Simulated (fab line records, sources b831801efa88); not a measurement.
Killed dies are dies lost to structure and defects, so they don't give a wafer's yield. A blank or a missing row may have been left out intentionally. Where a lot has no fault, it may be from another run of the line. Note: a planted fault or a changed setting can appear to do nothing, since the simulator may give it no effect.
Which tool is to blame? + flow sky130 + 36 wafers from 12 lots sampled at 5 of the route's 708 steps

WHAT EACH GAUGE READ, for each wafer
SKY_POLY_CUT_CD_MEAS_08: the cd target is 270 nm. Usual: 269.9 nm for cd nm, sd 1.4.
| lot  | measured     | on        | cd nm (nm)        | flag |
|------|--------------|-----------|-------------------|------|
| L752 | day 25 17:57 | cd sem-02 | 274.3 273.0 273.3 |      |
| L753 | day 26 01:40 | cd sem-02 | 271.0 269.8 271.8 |      |
| L759 | day 27 14:23 | cd sem-02 | 269.3 269.8 267.6 |      |
| L760 | day 27 18:08 | cd sem-01 | 269.0 269.4 270.3 |      |
| L761 | day 28 03:42 | cd sem-01 | 271.6 271.3 269.2 |      |
| L762 | day 28 11:05 | cd sem-01 | 269.1 270.0 271.2 |      |
| L763 | day 29 10:41 | cd sem-02 | 269.5 268.6 268.7 |      |
| L765 | day 29 14:32 | cd sem-02 | 270.1 269.3 271.2 |      |
| L767 | day 30 01:30 | cd sem-01 | 270.7 270.2 270.8 |      |
| L769 | day 30 19:24 | cd sem-02 | 269.6 271.3 271.4 |      |
| L770 | day 31 08:58 | cd sem-02 | 270.0 270.3 269.9 |      |
| L771 | day 32 06:17 | cd sem-01 | 267.4 268.9 268.7 |      |

SKY_VIA2_THK_MEAS_01. Usual: VIA2_HDPCVD_THK 1181 nm, standard deviation 13.
| lot  | measured     | on            | VIA2_HDPCVD_THK (nm) | flag |
|------|--------------|---------------|----------------------|------|
| L752 | day 36 12:57 | film metro-04 | 1166 1175 1170       |      |
| L753 | day 36 21:40 | film metro-02 | 1163 1167 1177       |      |
| L759 | day 38 06:10 | film metro-01 | 1160 1184 1161       |      |
| L760 | day 38 06:54 | film metro-04 | 1197 1179 1207       |      |
| L761 | day 38 14:48 | film metro-04 | 1179 1184 1175       |      |
| L762 | day 38 21:14 | film metro-02 | 1204 1186 1185       |      |
| L763 | day 39 18:00 | film metro-02 | 1181 1190 1190       |      |
| L765 | day 40 00:31 | film metro-01 | 1176 1168 1178       |      |
| L767 | day 40 09:39 | film metro-02 | 1185 1183 1165       |      |
| L769 | day 40 23:09 | film metro-01 | 1188 1185 1441       | OFF  |
| L770 | day 41 13:16 | film metro-04 | 1421 1159 1425       | OFF  |
| L771 | day 42 07:10 | film metro-02 | 1196 1190 1168       |      |

TOOL THAT RAN EACH LOT (tool first, then ch and the chambers of the sampled wafers, then the start)
| lot  | SKY_VT_ADJUST_LVTN_STRIP_20          | SKY_VIA1_CMP_02               | SKY_VIA2_HDPCVD_00               |
|------|--------------------------------------|-------------------------------|----------------------------------|
| L752 | plasma asher-02 ch 0,1, day 8 17:32  | cmp-01 ch 0,3, day 34 05:19   | hdpcvd-01 ch 0,2, day 36 12:50   |
| L753 | plasma asher-02 ch 0,1, day 8 20:44  | cmp-02 ch 0,1,2, day 34 14:14 | hdpcvd-01 ch 0,1,2, day 36 21:32 |
| L759 | plasma asher-03 ch 0,1, day 10 05:31 | cmp-02 ch 2,3, day 35 20:08   | hdpcvd-02 ch 0,2, day 38 06:01   |
| L760 | plasma asher-02 ch 0,1, day 10 10:26 | cmp-02 ch 1,2, day 36 00:40   | hdpcvd-02 ch 0,1,2, day 38 06:46 |
| L761 | plasma asher-04 ch 0,1, day 10 17:50 | cmp-02 ch 1,2,3, day 36 08:23 | hdpcvd-01 ch 0,1,2, day 38 14:41 |
| L762 | plasma asher-03 ch 0, day 11 01:55   | cmp-02 ch 0,1,2, day 36 15:04 | hdpcvd-02 ch 0,1,2, day 38 21:07 |
| L763 | plasma asher-02 ch 0,1, day 11 06:22 | cmp-01 ch 0,3, day 37 13:08   | hdpcvd-01 ch 0,2, day 39 17:51   |
| L765 | plasma asher-02 ch 0,1, day 11 20:13 | cmp-01 ch 0,1,2, day 37 19:28 | hdpcvd-02 ch 0,1,2, day 40 00:22 |
| L767 | plasma asher-03 ch 0,1, day 12 07:53 | cmp-02 ch 0,2,3, day 38 05:14 | hdpcvd-01 ch 0,1,2, day 40 09:32 |
| L769 | plasma asher-02 ch 0,1, day 13 00:05 | cmp-01 ch 0,2,3, day 38 18:28 | hdpcvd-02 ch 0,1,2, day 40 23:02 |
| L770 | plasma asher-03 ch 0,1, day 13 18:37 | cmp-01 ch 0,1, day 39 10:15   | hdpcvd-02 ch 0,1, day 41 13:07   |
| L771 | plasma asher-02 ch 0, day 14 10:40   | cmp-01 ch 2,3, day 40 04:30   | hdpcvd-01 ch 0,2, day 42 07:02   |
- SKY_VT_ADJUST_LVTN_STRIP_20: strips in O2/N2.
- SKY_VIA1_CMP_02: polishes SiO2.
- SKY_VIA2_HDPCVD_00: deposits SiO2, target thk 1180 nm, time 196.7 s.

WHAT THE TOOLS THEMSELVES READ (means of the sampled wafers that have a number; where no wafer has one, the mark that the record gives instead)
SKY_VT_ADJUST_LVTN_STRIP_20. Usual: drypump motor current A 5.51 A, standard deviation 0.17; oes product au 0.716 a.u., standard deviation 0.0044; strip time to endpoint s 14.16 s, standard deviation 0.037.
| lot  | tool            | drypump motor current A (A) | oes product au (a.u.) | strip time to endpoint s (s) | flag |
|------|-----------------|-----------------------------|-----------------------|------------------------------|------|
| L752 | plasma asher-02 | 5.42                        | 0.715                 | 14.17                        |      |
| L753 | plasma asher-02 | 5.44                        | 0.716                 | 14.17                        |      |
| L759 | plasma asher-03 | 5.44                        | 0.718                 | 14.15                        |      |
| L760 | plasma asher-02 | 5.42                        | 0.715                 | 14.12                        |      |
| L761 | plasma asher-04 | 5.80                        | 0.714                 | 14.16                        |      |
| L762 | plasma asher-03 | 5.47                        | 0.712                 | 14.18                        |      |
| L763 | plasma asher-02 | 5.41                        | 0.718                 | 14.11                        |      |
| L765 | plasma asher-02 | 5.44                        | 0.717                 | 14.15                        |      |
| L767 | plasma asher-03 | 5.46                        | 0.716                 | 14.15                        |      |
| L769 | plasma asher-02 | 5.44                        | 0.712                 | 14.20                        |      |
| L770 | plasma asher-03 | 5.44                        | 0.714                 | 14.18                        |      |
| L771 | plasma asher-02 | 5.48                        | 0.721                 | 14.13                        |      |

SKY_VIA1_CMP_02. Usual: 12.0 A for motor current A, sd 1.3.
| lot  | tool   | motor current A (A) | flag |
|------|--------|---------------------|------|
| L752 | cmp-01 | 12.3                |      |
| L753 | cmp-02 | 11.7                |      |
| L759 | cmp-02 | 13.0                |      |
| L760 | cmp-02 | 12.5                |      |
| L761 | cmp-02 | 12.7                |      |
| L762 | cmp-02 | 11.9                |      |
| L763 | cmp-01 | 11.6                |      |
| L765 | cmp-01 | 12.6                |      |
| L767 | cmp-02 | 11.9                |      |
| L769 | cmp-01 | 11.9                |      |
| L770 | cmp-01 | 13.1                |      |
| L771 | cmp-01 | 10.6                |      |

SKY_VIA2_HDPCVD_00. Usual: 224.6 s for run length s, sd 0.51.
| lot  | tool      | run length s (s) | flag |
|------|-----------|------------------|------|
| L752 | hdpcvd-01 | 224.5            |      |
| L753 | hdpcvd-01 | 225.0            |      |
| L759 | hdpcvd-02 | 224.3            |      |
| L760 | hdpcvd-02 | 223.9            |      |
| L761 | hdpcvd-01 | 225.4            |      |
| L762 | hdpcvd-02 | 224.3            |      |
| L763 | hdpcvd-01 | 224.5            |      |
| L765 | hdpcvd-02 | 224.3            |      |
| L767 | hdpcvd-01 | 224.8            |      |
| L769 | hdpcvd-02 | 238.7            | OFF  |
| L770 | hdpcvd-02 | 253.1            | OFF  |
| L771 | hdpcvd-01 | 224.9            |      |

THE ANSWER, worked out from the rows above alone
Rule: take the mean of a lot's wafers that have a number; if it is more than 3 standard deviations from the usual mean, the lot is off. A lot without any number at a reading at which 4 lots or more have one is off too. The other lots that the step has rows for count as sound. After the gauges, taken in route order, come the tools' own readings; for these a lot's mean is taken, as printed above. The first step at which some lot is off is used, and at that step the reading that is off furthest; a lot without a number counts as furthest.
Off: L769, L770, at SKY_VIA2_THK_MEAS_01 (VIA2_HDPCVD_THK).
If a tool, at a process step before that reading, ran all the lots that are off and no sound lot after the first of them, it fits. Not tried: the gauges at SKY_VIA2_THK_MEAS_01; whatever is off there is also off at SKY_VIA2_HDPCVD_00, on other tools, and gauge error can't account for it. One fits: SKY_VIA2_HDPCVD_00 on hdpcvd-02. Its last sound lot is L765 (day 40 00:22), its first lot that is off L769 (day 40 23:02): a fault that began between those two fits.
The tool's own readings at SKY_VIA2_HDPCVD_00 bear it out: on the lots that are off they differ by more than 5 times the standard deviation of the sound lots' means. run length s reads 245.9 s there against 224.6 s on the sound lots.

WHAT THE SIMULATOR HAD INSERTED
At SKY_VIA2_HDPCVD_00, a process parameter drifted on hdpcvd-02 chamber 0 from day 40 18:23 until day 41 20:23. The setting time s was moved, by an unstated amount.
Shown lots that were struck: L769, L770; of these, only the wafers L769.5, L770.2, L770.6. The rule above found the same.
